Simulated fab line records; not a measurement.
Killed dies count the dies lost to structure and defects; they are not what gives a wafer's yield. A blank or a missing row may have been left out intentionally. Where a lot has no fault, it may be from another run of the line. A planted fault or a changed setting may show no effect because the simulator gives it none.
fab line records    flow sfq-line
[record] lots = 7  wafers = 18  last-day = 92
route steps=325 shown M4@148
lots that met no fault: taken from a fault-free run of the same line
start-h: start of the lot's first displayed wafer, in hours after the record's first day    wait-h: how many hours have passed since the lot's step before this one    " as in the row above    L1.1+2: a row that stands for several wafers    - no value, or no start was given    * or withheld: withheld    < > ~ a bound
route shown NAME@n: a module of which the file shows steps, and the number in the route of the first    usual: the fault-free wafers' mean and standard deviation    same: alike in all rows    chamber/n: place in a boat    sites: each site's reading    _std_site: the values' standard deviation    _edge_site: outer sites' mean less inner sites'    radius-mm: for every site, how far away it sits from the centre of the wafer    mask NAME#n: copy n    behind: the last tool/chamber to shape the wafer    hold: the reason the lot was held/the length of the hold in hours/how it ended    device: transistor that didn't switch, given as n, p or np    end of line: the tests these same wafers got at the end of their route    a step without rows: its recipe alone    killed: dies lost to structure and defects at the first sort, not the wafer's yield    map: shows each die of a wafer: x if killed, . if not, _ if none is there
set.NAME: the run value of the setting; set.NAME@STEP: its run value at that earlier step    model.NAME: the simulator's own value behind a step, which no gauge read
lots at selected steps of the route; one table per step, one row per wafer
services: from which hour (start-h, from the record's first day; less than 0 if before it) a tool's chamber was out of use, for how many hours, and why
[[steps]]
[step SFQ_TRILAYER_M4_DEP_PRE_CLEAN_092]
[recipe] gas = Ar  time-s = 22.5  bias-v = 250
[step SFQ_TRILAYER_M4_DEP_SPUTTER_091]
[recipe] material = Nb  base-pressure-pa = 1.33e-06  chamber-pressure-pa = 0.1333  substrate-temp-c = 20  resputter-cathode-voltage-v = 400  target-thk-nm = 200  power-w = 2000  time-s = 133.3
[usual] base-pressure-pa = 1.33e-06/8.3e-08  chamber-pressure-pa = 0.13329/0.00025  throttle-valve-pct = 30.0/1.1
[same] time-s = 133.3
lot.wafer  tool            chamber  start-h  wait-h  base-pressure-pa  chamber-pressure-pa  throttle-valve-pct
L767.1     pvd-sputter-03  -        1031.82  0.0     1.32e-06          0.1335               28.8
L767.3     "               -        "        "       1.43e-06          0.13311              29.7
L767.4     "               -        "        "       1.49e-06          0.13349              28.9
L768.2     pvd-sputter-03  -        1039.02  0.0     1.28e-06          0.13334              30.6
L768.3     "               -        "        "       1.27e-06          0.13348              29.9
L768.6     "               -        "        "       1.28e-06          0.13339              29.0
L777.5     pvd-sputter-03  -        1112.28  0.0     1.17e-06          0.13318              28.8
L777.6     "               -        "        "       1.38e-06          0.13349              30.9
L778.4     pvd-sputter-03  -        1120.63  0.0     1.37e-06          0.13363              31.0
L778.5     "               -        "        "       1.22e-06          0.13339              31.7
L779.5     pvd-sputter-05  -        1132.51  0.0     1.33e-06          0.13294              28.5
L779.6     "               -        "        "       1.35e-06          0.13326              30.9
L783.2     pvd-sputter-05  -        1175.78  0.0     1.28e-06          0.13325              28.2
L783.3     "               -        "        "       1.44e-06          0.13333              30.8
L783.6     "               -        "        "       1.35e-06          0.13307              31.1
L789.1     pvd-sputter-03  -        1236.06  0.0     1.46e-06          0.13309              32.1
L789.4     "               -        "        "       1.42e-06          0.13346              28.6
L789.6     "               -        "        "       1.53e-06          0.1336               28.6
[step SFQ_M4_RS_MEAS_924]
[recipe] thk-meas-gauge = four-point-probe  reads = Nb_of_TRILAYER_M4_DEP_SPUTTER_091
[usual] M4_NB_RS = 0.894/0.0094
lot.wafer  tool           chamber  start-h  wait-h  M4_NB_RS[ohm/sq]
L767.1     film-metro-01  -        1031.91  0.0     0.893
L767.3     "              -        "        "       0.892
L767.4     "              -        "        "       0.883
L768.2     film-metro-01  -        1039.13  0.1     0.898
L768.3     "              -        "        "       0.896
L768.6     "              -        "        "       0.899
L777.5     film-metro-02  -        1112.41  0.1     0.897
L777.6     "              -        "        "       0.892
L778.4     film-metro-02  -        1120.79  0.1     0.881
L778.5     "              -        "        "       0.891
L779.5     film-metro-02  -        1132.63  0.1     0.897
L779.6     "              -        "        "       0.887
L783.2     film-metro-03  -        1175.90  0.1     0.900
L783.3     "              -        "        "       0.906
L783.6     "              -        "        "       0.910
L789.1     film-metro-03  -        1236.15  0.0     0.893
L789.4     "              -        "        "       0.897
L789.6     "              -        "        "       0.898
[step SFQ_TRILAYER_M4_LITHO_COAT_098]
[recipe] resist = BARC  spin-rpm = 3000  resist-thk-nm = 62
[step SFQ_TRILAYER_M4_LITHO_COAT_093]
[recipe] resist = KrF  spin-rpm = 3000  resist-thk-nm = 600
[step SFQ_TRILAYER_M4_LITHO_SOFTBAKE_097]
[recipe] temp-c = withheld  time-s = withheld  resist = KrF
[step SFQ_TRILAYER_M4_LITHO_EXPOSE_094]
[recipe] mask-id = M4  na = 0.6  source-shape = conventional  sigma-outer = 0.65  target-cd-nm = 500  dose-mj = 14.4
[step SFQ_TRILAYER_M4_LITHO_PEB_096]
[recipe] peb-temp-c = 115  peb-time-s = 60  resist = KrF
[step SFQ_TRILAYER_M4_LITHO_DEVELOP_095]
[recipe] time-s = 60  resist = KrF
[step SFQ_M4_OVL_MEAS_926]
[usual] M4_OVL = -1/6.3
lot.wafer  tool        chamber  start-h  wait-h  M4_OVL[nm]
L767.1     overlay-02  -        1053.58  0.1     10
L767.3     "           -        "        "       -6
L767.4     "           -        "        "       1
L768.2     overlay-02  -        1054.78  0.1     4
L768.3     "           -        "        "       10
L768.6     "           -        "        "       5
L777.5     overlay-02  -        1114.78  0.0     6
L777.6     "           -        "        "       8
L778.4     overlay-02  -        1123.17  0.1     3
L778.5     "           -        "        "       -10
L779.5     overlay-01  -        1135.00  0.0     4
L779.6     "           -        "        "       -1
L783.2     overlay-01  -        1292.53  0.1     2
L783.3     "           -        "        "       -4
L783.6     "           -        "        "       -2
L789.1     overlay-02  -        1358.96  0.1     1
L789.4     "           -        "        "       4
L789.6     "           -        "        "       11
[step SFQ_TRILAYER_M4_BARC_OPEN_METAL_ETCH_123]
[recipe] mask-material = PR  chemistry = O2  target-depth-nm = 125  target = BARC  icp-w = 600  bias-w = 80  pressure-mtorr = 10  time-s = 41.7
[usual] drypump-motor-current-A = 5.87/0.25  oes-product-au = 0.685/0.0043  run-length-s = 70.3/0.73
[same] time-s = 41.7
lot.wafer  tool          chamber  start-h  wait-h  drypump-motor-current-A  oes-product-au  rf-hours-counter-h  run-length-s
L767.1     rie-metal-03  0        1053.61  0.0     5.89                     0.679           132                 70.6
L767.3     "             0        "        "       5.89                     0.683           -                   70.6
L767.4     "             1        "        "       5.75                     0.682           -                   69.9
L768.2     rie-metal-04  1        1054.81  0.0     6.17                     0.681           93                  70.2
L768.3     "             1        "        "       6.17                     0.682           -                   70.5
L768.6     "             0        "        "       5.75                     0.686           -                   69.3
L777.5     rie-metal-03  1        1114.83  0.0     5.78                     0.689           -                   69.9
L777.6     "             0        "        "       5.90                     0.680           -                   70.9
L778.4     rie-metal-03  1        1123.21  0.0     5.75                     0.691           -                   70.1
L778.5     "             0        "        "       5.91                     0.689           -                   70.6
L779.5     rie-metal-03  1        1135.06  0.0     5.71                     0.681           -                   69.9
L779.6     "             0        "        "       5.91                     0.687           -                   70.8
L783.2     rie-metal-02  0        1292.56  0.0     5.46                     0.683           96                  70.1
L783.3     "             1        "        "       6.32                     0.688           -                   70.4
L783.6     "             1        "        "       6.32                     0.680           -                   70.5
L789.1     rie-metal-03  1        1359.00  0.0     5.73                     0.688           2                   70.0
L789.4     "             1        "        "       5.75                     0.683           -                   70.1
L789.6     "             1        "        "       5.75                     0.684           -                   70.6
[step SFQ_TRILAYER_M4_ETCH_METAL_ETCH_096]
[recipe] target = Nb  stop-on = SiO2  mask-material = PR  chemistry = Cl2/Ar  target-depth-nm = 240  icp-w = 600  bias-w = 80  pressure-mtorr = 10  time-s = 120
[usual] drypump-motor-current-A = 5.86/0.24  oes-product-au = 0.892/0.0064  run-length-s = 148.6/0.72
lot.wafer  tool          chamber  start-h  wait-h  drypump-motor-current-A  oes-product-au  rf-hours-counter-h  run-length-s  model.KrF_of_TRILAYER_M4_LITHO_COAT_093.thk-nm
L767.1     rie-metal-03  1        1053.69  0.1     5.75                     0.892           95                  148.6         378.8
L767.3     "             1        "        "       5.74                     0.892           -                   148.4         381
L767.4     "             1        "        "       5.74                     0.894           -                   148.6         381
L768.2     rie-metal-04  1        1054.87  0.0     6.16                     0.886           93                  148.5         379.4
L768.3     "             1        "        "       6.12                     0.883           -                   149.0         379.8
L768.6     "             0        "        "       5.75                     0.889           -                   147.6         380.3
L777.5     rie-metal-03  1        1114.93  0.1     5.71                     0.879           -                   152.4         379.9
L777.6     "             0        "        "       5.92                     0.888           -                   148.9         385
L778.4     rie-metal-03  1        1123.29  0.1     5.75                     0.879           -                   152.7         378
L778.5     "             0        "        "       5.89                     0.874           -                   153.0         379.8
L779.5     rie-metal-03  1        1135.16  0.1     5.75                     0.874           -                   152.3         378.8
L779.6     "             0        "        "       5.91                     0.902           -                   149.3         384
L783.2     rie-metal-02  0        1292.62  0.0     5.47                     0.894           96                  148.0         383.6
L783.3     "             1        "        "       6.31                     0.880           -                   148.6         379.5
L783.6     "             1        "        "       6.28                     0.883           -                   148.5         377.4
L789.1     rie-metal-03  1        1359.05  0.0     5.75                     0.890           2                   148.6         382
L789.4     "             1        "        "       5.74                     0.891           -                   148.2         380.4
L789.6     "             1        "        "       5.77                     0.897           -                   148.3         380.6
[step SFQ_TRILAYER_M4_STRIP_STRIP_097]
[recipe] gas = O2  power-w = 200  platen-temp-c = 40  overash-fraction = 0.65  chemistry = O2  pressure-mtorr = 50
[usual] drypump-motor-current-A = 5.86/0.24  oes-product-au = 1.002/0.0081
lot.wafer  tool          chamber  start-h  wait-h  drypump-motor-current-A  oes-product-au  rf-hours-counter-h
L767.1     rie-metal-03  1        1053.94  0.2     5.76                     1.004           95
L767.3     "             1        "        "       5.73                     0.980           -
L767.4     "             1        "        "       5.73                     0.998           -
L768.2     rie-metal-04  1        1055.00  0.1     6.16                     1.011           93
L768.3     "             1        "        "       6.17                     1.011           -
L768.6     "             0        "        "       5.78                     1.011           -
L777.5     rie-metal-03  1        1115.38  0.4     5.73                     0.991           -
L777.6     "             0        "        "       5.90                     1.003           -
L778.4     rie-metal-03  1        1123.58  0.2     5.74                     1.002           -
L778.5     "             0        "        "       5.90                     1.003           -
L779.5     rie-metal-03  1        1135.60  0.4     5.75                     0.996           -
L779.6     "             0        "        "       5.90                     0.996           -
L783.2     rie-metal-02  0        1292.75  0.1     5.49                     1.002           96
L783.3     "             1        "        "       6.31                     1.009           -
L783.6     "             1        "        "       6.29                     1.022           -
L789.1     rie-metal-03  1        1359.18  0.1     5.74                     1.002           2
L789.4     "             1        "        "       5.72                     0.996           -
L789.6     "             1        "        "       5.74                     0.997           -
[[services]]
tool            chamber  start-h  hours  kind
pvd-sputter-03  0        1020.90  -      consumable-replace:kit
pvd-sputter-03  -        1026.68  4.4    repair
rie-metal-04    -        1038.78  0.9    repair
rie-metal-03    -        1045.41  0.5    repair
rie-metal-02    -        1053.20  2.8    pm
rie-metal-03    0        1082.17  -      clean
rie-metal-03    0        1082.17  -      consumable-replace:focus-ring
rie-metal-03    0        1082.17  18.1   scheduled-down
rie-metal-03    0        1082.17  18.1   vent-cycle
rie-metal-03    -        1127.90  1.1    repair
rie-metal-04    -        1183.46  2.8    pm
pvd-sputter-03  -        1185.53  2.1    repair
rie-metal-02    1        1216.63  4.5    repair
pvd-sputter-03  -        1246.08  3.9    repair
rie-metal-04    -        1271.19  2.3    repair
rie-metal-02    0        1274.11  13.3   repair
pvd-sputter-03  -        1285.59  9.6    repair
rie-metal-04    -        1306.57  0.8    repair
pvd-sputter-05  -        1307.48  6.8    repair
rie-metal-03    1        1329.17  -      clean
rie-metal-03    1        1329.17  -      consumable-replace:focus-ring
rie-metal-03    1        1329.17  12.5   scheduled-down
rie-metal-03    1        1329.17  12.5   vent-cycle
rie-metal-03    -        1332.52  0.1    repair
[[key]]
[first-sign] step = SFQ_TRILAYER_M4_ETCH_METAL_ETCH_096  reading = run-length-s  direction = up  sigmas = 5.5  usual = *  struck = *
[effect] step = SFQ_TRILAYER_M4_ETCH_METAL_ETCH_096  reading = oes-product-au  direction = down  sigmas = 2.4  usual = 0.892  struck = 0.876
[model-effect] step = SFQ_TRILAYER_M4_ETCH_METAL_ETCH_096  value = KrF_of_TRILAYER_M4_LITHO_COAT_093.thk-nm  without = 383.7  struck = 379.1
met-at SFQ_TRILAYER_M4_ETCH_METAL_ETCH_096
struck-wafers L777.5,L778.4,L778.5,L779.5
onset-between 1053.69 1114.93
[fault] kind = process-parameter-drift  tool = rie-metal-03  chamber = -  onset-h = 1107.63  steps = SFQ_TRILAYER_M4_ETCH_METAL_ETCH_096  channel = time-s  offset = *  shape = step  end-h = 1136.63  scope = struck-wafers-only  acts-in = *  stated = *
